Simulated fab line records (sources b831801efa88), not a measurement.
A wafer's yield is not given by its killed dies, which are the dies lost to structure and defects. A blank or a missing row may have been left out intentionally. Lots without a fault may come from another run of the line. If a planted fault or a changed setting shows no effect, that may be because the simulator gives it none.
Problem report, 8D (eight disciplines) form, completed by code	flow gf180mcu	the parts of the form that need people (team, actions taken, sign-off) are left out

== 1. WHAT IS WRONG ==
MVPSD_RS at GF_VT_IMPLANT_RS_MEAS_49 reads a mean of 1103.2 ohm/sq on 6 wafers of 2 lots; wafers without a fault read 1170.2 ohm/sq with a standard deviation of 3. Measured from the usual mean, that is -22 standard deviations.
The step: measures by four-point-probe.
The first sign was on wafer L758.2 at day 10 10:49, on film-metro-02. At this step, 39 wafers from 13 lots have a number in the record. The rule behind "out" and "out of limits": a value lying over 4 standard deviations away from the usual mean. Any other wafer with a number is counted as sound.

== 2. WHAT IT IS; WHAT IT IS NOT ==
question	is	is not
which readings at this step	MVPSD_RS	-
which lots	L758, L762	L748, L750, L751, L752, L753, L757, L764, L765, L767, L770, L771
which wafers of those lots	all that have a number	-
read on which gauges	film-metro-02, film-metro-03	film-metro-04
when	from day 10 10:49	up to then (18 sound wafers); but 15 sound wafers of L764, L765, L767, L770, L771 came after

== 3. SUSPECTS, AND WHAT RULES EACH OUT ==
Counting: any tool at a process step up to the reading is kept as a suspect provided that every lot that is out went through it and no sound lot did after the first of them.
- the gauge at GF_VT_IMPLANT_RS_MEAS_49 has been ruled out. 2 gauges (film-metro-02, film-metro-03) read the wafers that are out.
- cmp-02 at GF_STI_CMP_25 (polishes, stops on Si3N4, t overpolish 33 s, target thk 524.6 nm): ruled out as a lasting fault. After its first lot that is out, L758 (day 4 07:18), sound lots L767, L770 ran on it.
- implanter-02 at GF_MVPSD_IMPLANT_09: kept. Every lot that is out went through it, starting with L758 (day 7 14:43), and after that it ran no sound lot; the last sound lot it ran before then is L757 (day 7 08:14). Its own readings are out on those wafers: dose-ions-cm2, faraday-current-uA.
Remaining after the count: implanter-02 at GF_MVPSD_IMPLANT_09.

== 4. THE CAUSE (what the simulator had put in) ==
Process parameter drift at GF_MVPSD_IMPLANT_09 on implanter-02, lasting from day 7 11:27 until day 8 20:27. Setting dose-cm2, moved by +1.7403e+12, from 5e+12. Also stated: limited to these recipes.
After counting, this tool was the only one left.

== 5. SEQUENCE OF EFFECTS, ordered by route ==
Rows list readings where the struck wafers' mean (over those with a number) sits beyond 3 standard deviations from the usual. Only readings for which the record gives a usual standard deviation are gone through. hours: the time from each lot's start at the first step in this table that gives one to its start at this step, as a median over the lots. sigmas: the change in usual standard deviations.
hours	step	reading	usual	on struck wafers	change	sigmas
0	GF_MVPSD_IMPLANT_09	dose-ions-cm2	5e+12	7e+12	+2e+12	+99 or more
0	GF_MVPSD_IMPLANT_09	faraday-current-uA	28.2	38.0	+9.8	+19
70	GF_VT_IMPLANT_RS_MEAS_49	MVPSD_RS	1170.2 ohm/sq	1103.2	-67.0	-22
Here are the process steps it includes:
- GF_MVPSD_IMPLANT_09

== 6. WHAT WOULD HAVE CAUGHT IT SOONER ==
In this record the first reading out of limits at a measuring or inspecting step was taken at day 10 10:49, 71 hours after the fault began at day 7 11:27.
At GF_MVPSD_IMPLANT_09, the tool's own readings (dose-ions-cm2, faraday-current-uA) were out on each struck wafer the step has a row for, so an alarm limit on them would have fired on the first such wafer.
All the lots that are out (2) had begun GF_MVPSD_IMPLANT_09 on implanter-02 by day 10 10:49. A hold on the tool at that time would have spared none of them.
